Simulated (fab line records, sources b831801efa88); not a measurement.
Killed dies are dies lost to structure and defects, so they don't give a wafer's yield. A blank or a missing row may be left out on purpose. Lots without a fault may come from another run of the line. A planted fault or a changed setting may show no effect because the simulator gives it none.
Which tool did it? | flow sfq_line | 11 lots, 33 wafers sampled, at 5 steps of a route of 325

WHAT THE GAUGES READ, wafer by wafer
SFQ_M2_OVL_MEAS_916.
lot  | measured     | on         | M2_OVL (nm)
L386 | day 23 18:53 | overlay-01 | -7 -8 -5
L387 | day 23 21:18 | overlay-02 | -5 -5 -3
L394 | day 31 07:00 | overlay-02 | -3 -3 -1
L396 | day 31 14:12 | overlay-01 | 4 0 6
L399 | day 32 15:32 | overlay-01 | 0 0 -1
L403 | day 34 01:26 | overlay-01 | 3 2 -7
L405 | day 35 07:25 | overlay-01 | 9 8 13
L406 | day 35 15:05 | overlay-02 | 2 -4 -2
L407 | day 35 23:29 | overlay-01 | -9 -6 -9
L408 | day 36 03:05 | overlay-01 | -7 -4 -2
L409 | day 36 10:17 | overlay-02 | 0 1 6

SFQ_M5_OVL_MEAS_932.
lot  | measured     | on         | M5_OVL (nm)
L386 | day 54 23:44 | overlay-02 | 2 -9 -6
L387 | day 56 19:34 | overlay-02 | 4 4 2
L394 | day 57 13:47 | overlay-01 | -2 9 -3
L396 | day 57 19:47 | overlay-01 | 4 -8 10
L399 | day 58 05:16 | overlay-02 | -3 5 -7
L403 | day 59 14:18 | overlay-01 | 7 6 -1
L405 | day 60 01:35 | overlay-02 | 2 10 0
L406 | day 60 04:08 | overlay-01 | 1 7 5
L407 | day 60 11:20 | overlay-01 | 12 6 7
L408 | day 60 16:08 | overlay-01 | 6 6 -2
L409 | day 60 20:56 | overlay-01 | 5 13 -4

WHICH TOOL RAN EACH LOT (tool, then ch and the chambers of the sampled wafers, then the start)
lot  | SFQ_TRILAYER_I1_CMP_CMP_046   | SFQ_TRILAYER_I1_METRO_MEASURE_047 | SFQ_TRILAYER_I1_VIA_ETCH_VIA_ETCH_052
L386 | cmp-02 ch 1,2,3, day 18 06:16 | film_metro-01, day 18 09:05       | rie_diel-03 ch 2,3, day 23 13:13
L387 | cmp-02 ch 0,1,3, day 18 13:04 | film_metro-04, day 18 15:35       | rie_diel-01 ch 1,3, day 23 16:49
L394 | cmp-02 ch 0,1,3, day 20 15:34 | film_metro-03, day 20 18:23       | rie_diel-04 ch 0,1,2, day 26 01:29
L396 | cmp-02 ch 0,1,3, day 20 21:34 | film_metro-01, day 21 00:11       | rie_diel-01 ch 1,2,3, day 26 07:29
L399 | cmp-01 ch 0,1,3, day 21 22:22 | film_metro-03, day 22 01:41       | rie_diel-03 ch 0,2,3, day 27 16:26
L403 | cmp-01 ch 1,2,3, day 23 01:01 | film_metro-01, day 23 03:20       | rie_diel-01 ch 0,2,3, day 29 05:44
L405 | cmp-02 ch 1,3, day 24 14:20   | film_metro-03, day 24 16:58       | rie_diel-03 ch 1,2, day 30 12:56
L406 | cmp-01 ch 0,1,2, day 25 06:55 | film_metro-01, day 25 09:32       | rie_diel-01 ch 0,1,3, day 30 21:20
L407 | cmp-01 ch 2,3, day 25 18:25   | film_metro-04, day 25 21:32       | rie_diel-03 ch 1,2,3, day 31 04:40
L408 | cmp-02 ch 2,3, day 26 00:24   | film_metro-01, day 26 03:43       | rie_diel-04 ch 0,2, day 31 08:16
L409 | cmp-02 ch 0,3, day 26 06:24   | film_metro-03, day 26 09:43       | rie_diel-03 ch 0,2,3, day 31 15:28
- SFQ_TRILAYER_I1_CMP_CMP_046: polishes SiO2.
- SFQ_TRILAYER_I1_METRO_MEASURE_047
- SFQ_TRILAYER_I1_VIA_ETCH_VIA_ETCH_052: etches SiO2 in CHF3, stops on Nb, target depth 260 nm.

WHAT THE TOOLS THEMSELVES READ (means of the sampled wafers that have a number; where no wafer has one, the mark that the record gives instead)
SFQ_TRILAYER_I1_CMP_CMP_046.
lot  | tool   | head_pressure_psi (psi) | motor_current_A (A) | time_to_endpoint_s (s)
L386 | cmp-02 | 2.996                   | 11.3                | 214
L387 | cmp-02 | 3.004                   | 11.7                | 217
L394 | cmp-02 | 2.995                   | 11.7                | 219
L396 | cmp-02 | 3.004                   | 11.8                | 243
L399 | cmp-01 | 2.993                   | 9.6                 | 221
L403 | cmp-01 | 3.001                   | 10.3                | 211
L405 | cmp-02 | 2.998                   | 12.3                | 221
L406 | cmp-01 | 3.000                   | 9.6                 | 215
L407 | cmp-01 | 2.995                   | 10.5                | 215
L408 | cmp-02 | 2.999                   | 11.3                | 218
L409 | cmp-02 | 3.005                   | 10.8                | 226

SFQ_TRILAYER_I1_METRO_MEASURE_047.
lot  | tool          | thk_nm (nm)
L386 | film_metro-01 | 199.4
L387 | film_metro-04 | 199.3
L394 | film_metro-03 | 200.3
L396 | film_metro-01 | 167.5
L399 | film_metro-03 | 199.8
L403 | film_metro-01 | 199.8
L405 | film_metro-03 | 199.1
L406 | film_metro-01 | 199.4
L407 | film_metro-04 | 199.9
L408 | film_metro-01 | 201.1
L409 | film_metro-03 | 200.4

SFQ_TRILAYER_I1_VIA_ETCH_VIA_ETCH_052.
lot  | tool        | drypump_motor_current_A (A) | oes_product_au (a.u.)
L386 | rie_diel-03 | 5.9                         | 0.850
L387 | rie_diel-01 | 5.4                         | 0.849
L394 | rie_diel-04 | 5.9                         | 0.849
L396 | rie_diel-01 | 5.6                         | 0.774
L399 | rie_diel-03 | 5.6                         | 0.850
L403 | rie_diel-01 | 5.5                         | 0.857
L405 | rie_diel-03 | 6.0                         | 0.847
L406 | rie_diel-01 | 5.5                         | 0.854
L407 | rie_diel-03 | 5.7                         | 0.852
L408 | rie_diel-04 | 6.1                         | 0.856
L409 | rie_diel-03 | 5.6                         | 0.865

THE ANSWER, worked out from the rows above alone
Rule: what is usual is taken from the lots themselves. Put in order of their means at a reading, lots are off if they are a third of the lots or fewer, leave a main group of 4 or more, and stand apart from it by a gap of 3 or more times the standard deviation of the main group's means; of several such gaps the widest counts. A main group whose means are all the same, to the digits that the tables above print for the reading, isn't used. A lot without any number at a reading at which 4 lots or more have one is off too. The other lots that the step has rows for count as sound. The gauges are gone through in route order, then the tools' own readings, and for those a lot's mean is taken as printed above. The first step at which some lot is off is used, and at that step the reading that is off furthest; a lot without a number counts as furthest.
Off: L396, at SFQ_TRILAYER_I1_CMP_CMP_046 (time_to_endpoint_s). The main group: mean 218 s, standard deviation 4.1.
A tool fits if, at that step or a process step before it, it ran every lot that is off, and no sound lot after the first of them. None of those tried fits.

WHAT THE SIMULATOR HAD PUT IN
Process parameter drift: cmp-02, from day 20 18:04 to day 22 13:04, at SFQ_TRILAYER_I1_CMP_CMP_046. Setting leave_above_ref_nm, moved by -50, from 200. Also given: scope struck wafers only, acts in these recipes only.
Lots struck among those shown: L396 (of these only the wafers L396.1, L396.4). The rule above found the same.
